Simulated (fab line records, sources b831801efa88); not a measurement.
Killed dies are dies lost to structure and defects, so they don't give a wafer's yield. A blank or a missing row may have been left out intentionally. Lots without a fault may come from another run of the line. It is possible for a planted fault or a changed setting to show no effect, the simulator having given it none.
fab line records	flow sky130
[record] lots = 24	wafers = 72	last-day = 50
route steps=708 shown CONTACT@409 METAL2@489 CAPM@538 METAL4@602 METAL5@665
lots that met no fault: from a run of the same line without faults
start-h: hours from the record's opening day to when the first of the lot's shown wafers began	wait-h: time in hours since the lot's previous step	" identical to the entry in the row above	L1.1+2: one row covering several wafers at once	- no value, or no start was given	* or withheld: withheld	< > ~ a bound
route shown NAME@n: a module of which the file shows steps, and the number in the route of the first	usual: average and standard deviation across the fault-free wafers	same: alike in all rows	chamber/n: place in a boat	sites: per-site readings	_std_site: standard deviation of those values	_edge_site: mean of outer sites minus mean of inner sites	radius-mm: for every site, how far away it sits from the centre of the wafer	mask NAME#n: copy n	behind: the tool/chamber that last shaped the wafer	hold: why the lot went on hold/how many hours it stayed there/how the hold came to an end	device: the n, p or np transistor that did not switch	end of line: the tests these same wafers got at the end of their route	for a step that has no rows: nothing shown but its recipe	killed: not the wafer's yield, but the dies lost to structure and defects at the first sort	map: dies across one wafer; x = killed, . = not, _ = none there
set.NAME: the setting that was run; set.NAME@STEP: the one run at that earlier step	model.NAME: the simulator's own value behind a step, which no gauge read
one table for each step of the route and one row for each wafer, over a sample of lots
services: from which hour (start-h, from the record's first day; less than 0 if before it) a tool's chamber was out of use, for how many hours, and why
[[steps]]
[step SKY_CONTACT_THK_MEAS_03]
[recipe] reads = SiO2_of_CONTACT_HDPCVD_02
[usual] CONTACT_HDPCVD_THK = 565/6.2
lot.wafer	tool	chamber	start-h	wait-h	CONTACT_HDPCVD_THK[nm]
L074.3	film-metro-03	-	697.07	0.1	561
L074.4	"	-	"	"	562
L074.6	"	-	"	"	558
L075.2	film-metro-02	-	707.37	0.0	561
L075.4	"	-	"	"	553
L075.6	"	-	"	"	556
L076.1	film-metro-02	-	740.14	0.0	559
L076.2	"	-	"	"	562
L076.6	"	-	"	"	568
L078.2	film-metro-01	-	742.01	0.0	569
L078.4	"	-	"	"	567
L078.5	"	-	"	"	571
L077.1	film-metro-03	-	742.69	0.0	563
L077.2	"	-	"	"	556
L077.4	"	-	"	"	558
L079.1	film-metro-03	-	744.54	0.0	556
L079.3	"	-	"	"	562
L079.5	"	-	"	"	558
L080.2	film-metro-01	-	752.38	0.0	562
L080.3	"	-	"	"	558
L080.4	"	-	"	"	562
L081.1	film-metro-01	-	773.16	0.0	559
L081.3	"	-	"	"	566
L081.6	"	-	"	"	560
L082.1	film-metro-02	-	774.04	0.0	567
L082.4	"	-	"	"	566
L082.5	"	-	"	"	576
L083.1	film-metro-03	-	777.33	0.0	566
L083.5	"	-	"	"	568
L083.6	"	-	"	"	568
L084.2	film-metro-01	-	782.85	0.0	564
L084.3	"	-	"	"	563
L084.4	"	-	"	"	566
L085.1	film-metro-03	-	790.94	0.0	569
L085.3	"	-	"	"	562
L085.4	"	-	"	"	566
L086.2	film-metro-01	-	795.65	0.0	565
L086.3	"	-	"	"	563
L086.5	"	-	"	"	557
L087.2	film-metro-02	-	809.23	0.0	568
L087.4	"	-	"	"	565
L087.6	"	-	"	"	564
L088.2	film-metro-01	-	817.61	0.0	574
L088.4	"	-	"	"	567
L088.5	"	-	"	"	577
L089.2	film-metro-02	-	824.98	0.0	568
L089.3	"	-	"	"	569
L089.6	"	-	"	"	563
L090.2	film-metro-03	-	833.00	0.0	582
L090.3	"	-	"	"	581
L090.5	"	-	"	"	581
L091.2	film-metro-01	-	841.64	0.0	570
L091.3	"	-	"	"	573
L091.5	"	-	"	"	569
L092.3	film-metro-01	-	843.19	0.1	567
L092.5	"	-	"	"	572
L092.6	"	-	"	"	573
L093.1	film-metro-03	-	861.39	0.0	566
L093.3	"	-	"	"	566
L093.6	"	-	"	"	567
L094.3	film-metro-03	-	862.70	0.1	567
L094.4	"	-	"	"	563
L094.6	"	-	"	"	569
L095.2	film-metro-01	-	869.79	0.0	560
L095.3	"	-	"	"	570
L095.5	"	-	"	"	568
L097.2	film-metro-03	-	905.72	0.0	560
L097.4	"	-	"	"	560
L097.6	"	-	"	"	568
L096.3	film-metro-02	-	908.15	0.1	562
L096.5	"	-	"	"	564
L096.6	"	-	"	"	570
[step SKY_CONTACT_CMP_27]
[recipe] stop-on = SiO2	t-overpolish-s = 15	down-force-psi = 3.5	platen-rpm = 60	target-thk-nm = 0	pad-velocity-m-s = 0.94248
[usual] motor-current-A = 11.5/1	overpolish-run-s = 14.999/0.0091	time-to-endpoint-s = 81/3
lot.wafer	tool	chamber	start-h	wait-h	motor-current-A	overpolish-run-s	time-to-endpoint-s
L074.4	cmp-02	1	726.45	0.1	10.4	15.008	85
L074.3	"	2	"	"	11.7	15.019	85
L074.6	"	3	"	"	13.0	14.993	83
L075.4	cmp-01	3	736.37	0.0	10.5	15.012	78
L075.2	"	2	"	"	12.2	15.010	87
L075.6	"	3	"	"	10.6	14.989	82
L076.2	cmp-01	0	770.02	0.4	10.5	15.003	77
L076.1	"	1	"	"	13.3	15.016	82
L076.6	"	3	"	"	10.8	15.004	80
L078.2	cmp-01	3	770.94	0.1	10.2	14.980	80
L078.4	"	0	"	"	10.5	15.004	79
L078.5	"	1	"	"	13.2	15.006	82
L077.4	cmp-02	2	772.06	0.0	11.4	14.996	89
L077.2	"	3	"	"	12.7	14.995	84
L077.1	"	0	"	"	11.1	14.993	84
L079.3	cmp-01	1	773.34	0.0	12.3	15.023	82
L079.1	"	2	"	"	11.7	15.003	83
L079.5	"	2	"	"	12.3	15.008	78
L080.2	cmp-02	2	780.75	0.1	12.1	14.997	82
L080.4	"	3	"	"	12.6	14.981	78
L080.3	"	0	"	"	11.5	14.982	79
L081.1	cmp-02	1	800.70	0.1	10.3	14.996	84
L081.3	"	3	"	"	12.3	14.993	83
L081.6	"	1	"	"	10.1	14.991	85
L082.1	cmp-02	2	802.10	0.1	12.1	15.006	81
L082.4	"	3	"	"	12.4	15.006	78
L082.5	"	2	"	"	11.7	14.993	81
L083.1	cmp-02	2	805.58	0.1	12.2	14.993	77
L083.6	"	2	"	"	11.8	14.979	76
L083.5	"	3	"	"	12.6	14.987	77
L084.2	cmp-02	3	809.80	0.0	12.4	14.983	82
L084.3	"	0	"	"	10.5	15.004	87
L084.4	"	2	"	"	12.3	15.001	85
L085.3	cmp-01	1	820.84	0.3	13.1	14.991	79
L085.4	"	2	"	"	13.0	14.988	78
L085.1	"	0	"	"	9.9	14.995	79
L086.2	cmp-01	3	822.86	0.0	10.8	14.999	76
L086.3	"	2	"	"	12.1	15.007	79
L086.5	"	3	"	"	10.5	14.998	74
L087.4	cmp-01	0	837.29	0.0	10.3	14.987	77
L087.2	"	1	"	"	13.2	14.993	81
L087.6	"	1	"	"	13.2	15.001	76
L088.2	cmp-02	1	845.51	0.0	9.3	15.009	82
L088.4	"	0	"	"	11.0	14.985	82
L088.5	"	2	"	"	12.0	14.989	83
L089.3	cmp-01	1	852.95	0.0	12.5	14.990	81
L089.2	"	2	"	"	11.9	14.984	79
L089.6	"	1	"	"	12.9	15.007	82
L090.3	cmp-01	1	860.68	0.0	13.2	15.007	79
L090.2	"	3	"	"	10.3	15.007	79
L090.5	"	2	"	"	12.1	15.010	81
L091.2	cmp-02	2	869.10	0.0	12.0	15.001	86
L091.3	"	1	"	"	9.4	15.004	85
L091.5	"	3	"	"	11.8	15.004	82
L092.3	cmp-02	1	870.81	0.1	9.9	15.005	83
L092.6	"	0	"	"	11.1	14.995	79
L092.5	"	1	"	"	9.8	14.995	81
L093.1	cmp-01	3	888.96	0.1	10.8	14.987	79
L093.3	"	0	"	"	10.5	15.004	79
L093.6	"	3	"	"	10.3	15.000	74
L094.4	cmp-01	3	890.62	0.1	10.3	14.996	78
L094.3	"	0	"	"	10.4	14.983	79
L094.6	"	1	"	"	13.1	14.999	79
L095.2	cmp-02	2	897.14	0.0	11.7	14.986	86
L095.3	"	1	"	"	10.4	14.995	86
L095.5	"	2	"	"	11.5	14.997	86
L097.2	cmp-01	3	932.62	0.2	10.5	14.994	80
L097.4	"	2	"	"	12.5	14.988	82
L097.6	"	0	"	"	10.6	15.007	83
L096.3	cmp-01	3	934.67	0.3	10.5	15.008	79
L096.5	"	3	"	"	10.4	15.001	81
L096.6	"	0	"	"	10.5	14.973	83
[step SKY_METAL2_THK_MEAS_06]
[recipe] thk-meas-gauge = xrf	reads = AlCu_of_METAL2_SPUTTER_02
[usual] METAL2_ALCU_THK = 245.3/2.8
lot.wafer	tool	chamber	start-h	wait-h	METAL2_ALCU_THK[nm]
L074.3	film-metro-01	-	784.05	0.1	246.0
L074.4	"	-	"	"	248.6
L074.6	"	-	"	"	247.2
L075.2	film-metro-03	-	793.20	0.1	242.0
L075.4	"	-	"	"	243.9
L075.6	"	-	"	"	240.5
L076.1	film-metro-03	-	825.32	0.1	243.8
L076.2	"	-	"	"	244.5
L076.6	"	-	"	"	246.9
L078.2	film-metro-03	-	826.79	0.1	245.7
L078.4	"	-	"	"	248.0
L078.5	"	-	"	"	250.4
L077.1	film-metro-03	-	828.67	0.1	243.1
L077.2	"	-	"	"	242.8
L077.4	"	-	"	"	240.1
L079.1	film-metro-01	-	829.62	0.1	242.8
L079.3	"	-	"	"	241.9
L079.5	"	-	"	"	243.0
L080.2	film-metro-01	-	837.55	0.1	244.8
L080.3	"	-	"	"	240.2
L080.4	"	-	"	"	240.9
L081.1	film-metro-04	-	857.62	0.1	249.6
L081.3	"	-	"	"	247.0
L081.6	"	-	"	"	247.2
L082.1	film-metro-03	-	858.42	0.1	244.5
L082.4	"	-	"	"	248.6
L082.5	"	-	"	"	247.0
L083.1	film-metro-04	-	861.55	0.1	246.7
L083.5	"	-	"	"	245.1
L083.6	"	-	"	"	247.0
L084.2	film-metro-01	-	866.19	0.1	244.4
L084.3	"	-	"	"	245.6
L084.4	"	-	"	"	244.2
L085.1	film-metro-03	-	877.13	0.1	245.4
L085.3	"	-	"	"	245.4
L085.4	"	-	"	"	243.3
L086.2	film-metro-03	-	879.42	0.1	243.2
L086.3	"	-	"	"	242.7
L086.5	"	-	"	"	246.3
L087.2	film-metro-03	-	893.45	0.1	241.7
L087.4	"	-	"	"	240.2
L087.6	"	-	"	"	240.2
L088.2	film-metro-03	-	901.54	0.1	249.7
L088.4	"	-	"	"	250.1
L088.5	"	-	"	"	249.7
L089.2	film-metro-04	-	908.52	0.1	248.9
L089.3	"	-	"	"	247.2
L089.6	"	-	"	"	251.3
L090.2	film-metro-03	-	915.29	0.1	244.3
L090.3	"	-	"	"	245.5
L090.5	"	-	"	"	242.8
L091.2	film-metro-04	-	923.90	0.1	246.5
L091.3	"	-	"	"	244.9
L091.5	"	-	"	"	245.6
L092.3	film-metro-01	-	925.09	0.1	245.4
L092.5	"	-	"	"	244.0
L092.6	"	-	"	"	245.3
L093.1	film-metro-04	-	941.99	0.1	250.7
L093.3	"	-	"	"	250.5
L093.6	"	-	"	"	250.6
L094.3	film-metro-03	-	944.88	0.1	240.9
L094.4	"	-	"	"	242.7
L094.6	"	-	"	"	244.1
L095.2	film-metro-03	-	950.89	0.1	244.7
L095.3	"	-	"	"	245.4
L095.5	"	-	"	"	247.0
L097.2	film-metro-03	-	984.19	0.1	241.2
L097.4	"	-	"	"	243.8
L097.6	"	-	"	"	248.0
L096.3	film-metro-03	-	986.73	0.1	246.8
L096.5	"	-	"	"	245.8
L096.6	"	-	"	"	242.1
[step SKY_CAPM_THK_MEAS_01]
[recipe] reads = SiO2_of_CAPM_CVD_00
[usual] CAPM_CVD_00_THK = 15.56/0.22
lot.wafer	tool	chamber	start-h	wait-h	CAPM_CVD_00_THK[nm]
L074.3	film-metro-04	-	839.50	-	15.49
L074.4	"	-	"	"	15.32
L074.6	"	-	"	"	15.37
L075.2	film-metro-02	-	849.24	-	15.20
L075.4	"	-	"	"	15.70
L075.6	"	-	"	"	15.44
L076.1	film-metro-03	-	880.59	-	15.50
L076.2	"	-	"	"	15.37
L076.6	"	-	"	"	15.89
L078.2	film-metro-03	-	882.29	-	15.80
L078.4	"	-	"	"	15.60
L078.5	"	-	"	"	15.68
L077.1	film-metro-02	-	884.04	-	15.62
L077.2	"	-	"	"	15.52
L077.4	"	-	"	"	15.66
L079.1	film-metro-03	-	885.19	-	15.70
L079.3	"	-	"	"	15.56
L079.5	"	-	"	"	15.66
L080.2	film-metro-03	-	892.99	-	15.40
L080.3	"	-	"	"	15.42
L080.4	"	-	"	"	15.80
L081.1	film-metro-03	-	912.22	-	15.49
L081.3	"	-	"	"	15.57
L081.6	"	-	"	"	15.65
L082.1	film-metro-02	-	912.39	-	15.73
L082.4	"	-	"	"	15.79
L082.5	"	-	"	"	15.94
L083.1	film-metro-03	-	915.78	-	15.64
L083.5	"	-	"	"	15.56
L083.6	"	-	"	"	15.87
L084.2	film-metro-02	-	921.77	-	15.58
L084.3	"	-	"	"	15.31
L084.4	"	-	"	"	15.80
L085.1	film-metro-02	-	931.82	-	15.58
L085.3	"	-	"	"	15.31
L085.4	"	-	"	"	15.94
L086.2	film-metro-03	-	933.71	-	15.38
L086.3	"	-	"	"	15.54
L086.5	"	-	"	"	15.56
L087.2	film-metro-02	-	946.46	-	15.07
L087.4	"	-	"	"	15.86
L087.6	"	-	"	"	15.51
L088.2	film-metro-04	-	954.18	-	15.39
L088.4	"	-	"	"	15.71
L088.5	"	-	"	"	15.29
L089.2	film-metro-02	-	960.71	-	15.21
L089.3	"	-	"	"	15.72
L089.6	"	-	"	"	15.52
L090.2	film-metro-02	-	967.64	-	15.77
L090.3	"	-	"	"	15.67
L090.5	"	-	"	"	15.70
L091.2	film-metro-03	-	975.74	-	15.27
L091.3	"	-	"	"	15.33
L091.5	"	-	"	"	15.50
L092.3	film-metro-02	-	976.40	-	15.54
L092.5	"	-	"	"	15.79
L092.6	"	-	"	"	15.82
L093.1	film-metro-03	-	994.33	-	15.19
L093.3	"	-	"	"	15.43
L093.6	"	-	"	"	15.76
L094.3	film-metro-02	-	995.86	-	15.55
L094.4	"	-	"	"	15.60
L094.6	"	-	"	"	15.65
L095.2	film-metro-04	-	1000.80	-	15.53
L095.3	"	-	"	"	15.46
L095.5	"	-	"	"	15.74
L097.2	film-metro-02	-	1032.98	-	15.37
L097.4	"	-	"	"	15.69
L097.6	"	-	"	"	15.65
L096.3	film-metro-04	-	1036.48	-	15.82
L096.5	"	-	"	"	15.86
L096.6	"	-	"	"	15.78
[step SKY_METAL4_SPUTTER_04]
[recipe] material = TiN	target-thk-nm = 70	power-w = 6500	time-s = 58.3	chamber-pressure-pa = 0.4199
[usual] throttle-valve-pct = 30.1/1.1
lot.wafer	tool	chamber	start-h	wait-h	throttle-valve-pct
L074.3	pvd-sputter-02	-	921.39	0.0	28.3
L074.4	"	-	"	"	30.7
L074.6	"	-	"	"	30.8
L075.2	pvd-sputter-01	-	931.42	0.0	30.6
L075.4	"	-	"	"	31.0
L075.6	"	-	"	"	30.8
L076.1	pvd-sputter-02	-	959.43	0.0	29.6
L076.2	"	-	"	"	30.6
L076.6	"	-	"	"	30.6
L078.2	pvd-sputter-04	-	961.30	0.0	31.5
L078.4	"	-	"	"	31.0
L078.5	"	-	"	"	29.6
L077.1	pvd-sputter-01	-	961.65	0.0	31.0
L077.2	"	-	"	"	31.2
L077.4	"	-	"	"	30.6
L079.1	pvd-sputter-02	-	964.02	0.0	30.6
L079.3	"	-	"	"	28.3
L079.5	"	-	"	"	28.3
L080.2	pvd-sputter-01	-	970.66	0.0	30.8
L080.3	"	-	"	"	31.3
L080.4	"	-	"	"	30.8
L081.1	pvd-sputter-02	-	991.26	0.0	29.9
L081.3	"	-	"	"	28.6
L081.6	"	-	"	"	30.9
L082.1	pvd-sputter-04	-	991.56	0.0	29.2
L082.4	"	-	"	"	31.8
L082.5	"	-	"	"	29.7
L083.1	pvd-sputter-02	-	993.96	0.0	29.8
L083.5	"	-	"	"	28.1
L083.6	"	-	"	"	30.8
L084.2	pvd-sputter-04	-	997.86	0.0	29.7
L084.3	"	-	"	"	29.1
L084.4	"	-	"	"	31.9
L085.1	pvd-sputter-02	-	1006.52	0.0	31.1
L085.3	"	-	"	"	29.8
L085.4	"	-	"	"	28.3
L086.2	pvd-sputter-04	-	1008.45	0.0	31.8
L086.3	"	-	"	"	29.5
L086.5	"	-	"	"	29.5
L087.2	pvd-sputter-01	-	1022.19	0.0	30.7
L087.4	"	-	"	"	31.1
L087.6	"	-	"	"	30.8
L088.2	pvd-sputter-02	-	1027.57	0.0	28.5
L088.4	"	-	"	"	28.1
L088.5	"	-	"	"	28.2
L089.2	pvd-sputter-01	-	1033.92	0.0	30.7
L089.3	"	-	"	"	30.5
L089.6	"	-	"	"	31.2
L090.2	pvd-sputter-02	-	1041.76	0.0	28.1
L090.3	"	-	"	"	30.8
L090.5	"	-	"	"	28.2
L091.2	pvd-sputter-01	-	1048.01	0.0	30.7
L091.3	"	-	"	"	31.2
L091.5	"	-	"	"	31.3
L092.3	pvd-sputter-01	-	1048.74	0.0	30.5
L092.5	"	-	"	"	30.9
L092.6	"	-	"	"	31.1
L093.1	pvd-sputter-02	-	1066.01	0.0	30.8
L093.3	"	-	"	"	28.3
L093.6	"	-	"	"	28.1
L094.3	pvd-sputter-01	-	1067.30	0.0	31.3
L094.4	"	-	"	"	30.6
L094.6	"	-	"	"	30.9
L095.2	pvd-sputter-01	-	1071.55	0.0	30.7
L095.3	"	-	"	"	30.7
L095.5	"	-	"	"	31.0
L097.2	pvd-sputter-02	-	1099.40	0.0	31.0
L097.4	"	-	"	"	30.0
L097.6	"	-	"	"	29.8
L096.3	pvd-sputter-02	-	1103.16	0.0	29.6
L096.5	"	-	"	"	31.1
L096.6	"	-	"	"	29.6
[step SKY_METAL5_SPUTTER_04]
[recipe] material = TiN	target-thk-nm = 70	power-w = 6500	time-s = 58.3	chamber-pressure-pa = 0.4
[usual] throttle-valve-pct = 30.3/0.9
lot.wafer	tool	chamber	start-h	wait-h	throttle-valve-pct
L074.3	pvd-sputter-01	-	997.57	0.0	30.6
L074.4	"	-	"	"	31.1
L074.6	"	-	"	"	31.0
L075.2	pvd-sputter-01	-	1004.80	0.0	31.0
L075.4	"	-	"	"	31.2
L075.6	"	-	"	"	31.5
L076.1	pvd-sputter-04	-	1031.46	0.0	29.3
L076.2	"	-	"	"	29.6
L076.6	"	-	"	"	29.6
L078.2	pvd-sputter-03	-	1034.12	0.0	28.4
L078.4	"	-	"	"	30.3
L078.5	"	-	"	"	28.8
L077.1	pvd-sputter-03	-	1035.64	0.0	30.0
L077.2	"	-	"	"	29.3
L077.4	"	-	"	"	30.3
L079.1	pvd-sputter-01	-	1037.10	0.0	31.3
L079.3	"	-	"	"	30.7
L079.5	"	-	"	"	30.7
L080.2	pvd-sputter-04	-	1044.85	0.0	31.0
L080.3	"	-	"	"	29.7
L080.4	"	-	"	"	32.0
L081.1	pvd-sputter-01	-	1060.76	0.0	30.8
L081.3	"	-	"	"	30.6
L081.6	"	-	"	"	30.7
L082.1	pvd-sputter-03	-	1063.06	0.0	30.0
L082.4	"	-	"	"	28.7
L082.5	"	-	"	"	29.2
L083.1	pvd-sputter-03	-	1065.65	0.0	30.1
L083.5	"	-	"	"	28.4
L083.6	"	-	"	"	30.0
L084.2	pvd-sputter-01	-	1068.65	0.0	30.6
L084.3	"	-	"	"	30.8
L084.4	"	-	"	"	31.0
L085.1	pvd-sputter-04	-	1075.99	0.0	31.1
L085.3	"	-	"	"	31.8
L085.4	"	-	"	"	29.8
L086.2	pvd-sputter-01	-	1076.52	0.0	30.8
L086.3	"	-	"	"	30.9
L086.5	"	-	"	"	30.7
L087.2	pvd-sputter-01	-	1092.48	0.0	30.9
L087.4	"	-	"	"	30.8
L087.6	"	-	"	"	31.3
L088.2	pvd-sputter-03	-	1096.68	0.0	30.1
L088.4	"	-	"	"	28.9
L088.5	"	-	"	"	30.5
L089.2	pvd-sputter-04	-	1100.31	0.0	31.7
L089.3	"	-	"	"	29.5
L089.6	"	-	"	"	29.8
L090.2	pvd-sputter-03	-	1110.01	0.0	29.9
L090.3	"	-	"	"	29.2
L090.5	"	-	"	"	29.0
L091.2	pvd-sputter-03	-	1118.33	0.0	29.7
L091.3	"	-	"	"	30.1
L091.5	"	-	"	"	30.4
L092.3	pvd-sputter-03	-	1119.53	0.0	28.8
L092.5	"	-	"	"	28.7
L092.6	"	-	"	"	30.1
L093.1	pvd-sputter-01	-	1128.23	0.0	30.8
L093.3	"	-	"	"	31.2
L093.6	"	-	"	"	31.1
L094.3	pvd-sputter-04	-	1130.53	0.0	29.6
L094.4	"	-	"	"	29.6
L094.6	"	-	"	"	30.8
L095.2	pvd-sputter-01	-	1134.21	0.0	31.2
L095.3	"	-	"	"	30.6
L095.5	"	-	"	"	30.8
L097.2	pvd-sputter-03	-	1158.42	0.0	29.9
L097.4	"	-	"	"	29.2
L097.6	"	-	"	"	28.5
L096.3	pvd-sputter-04	-	1161.63	0.0	31.9
L096.5	"	-	"	"	32.1
L096.6	"	-	"	"	29.6
[[services]]
tool	chamber	start-h	hours	kind
pvd-sputter-01	-	706.28	6.6	repair
cmp-02	-	717.35	4.5	pm
cmp-02	-	735.13	5.7	pm
cmp-01	-	737.94	1.7	repair
cmp-02	-	745.24	4.0	pm
cmp-02	-	757.26	14.4	pm
cmp-02	-	794.43	1.6	repair
cmp-01	-	796.01	6.2	pm
pvd-sputter-01	-	797.40	1.8	repair
cmp-01	-	809.56	2.5	repair
cmp-01	-	812.01	4.8	pm
pvd-sputter-01	-	813.65	4.5	repair
cmp-01	-	836.27	0.3	repair
cmp-01	-	848.59	3.6	repair
pvd-sputter-02	-	858.62	2.3	repair
cmp-01	-	896.91	1.7	repair
cmp-02	-	901.17	2.3	repair
cmp-01	-	913.27	2.5	repair
cmp-01	-	919.28	4.0	pm
cmp-01	-	947.85	1.0	repair
cmp-01	-	984.17	0.3	repair
cmp-01	-	985.14	17.0	pm
cmp-01	-	1018.55	3.5	repair
pvd-sputter-01	-	1114.07	2.4	repair
[[key]]
fault none
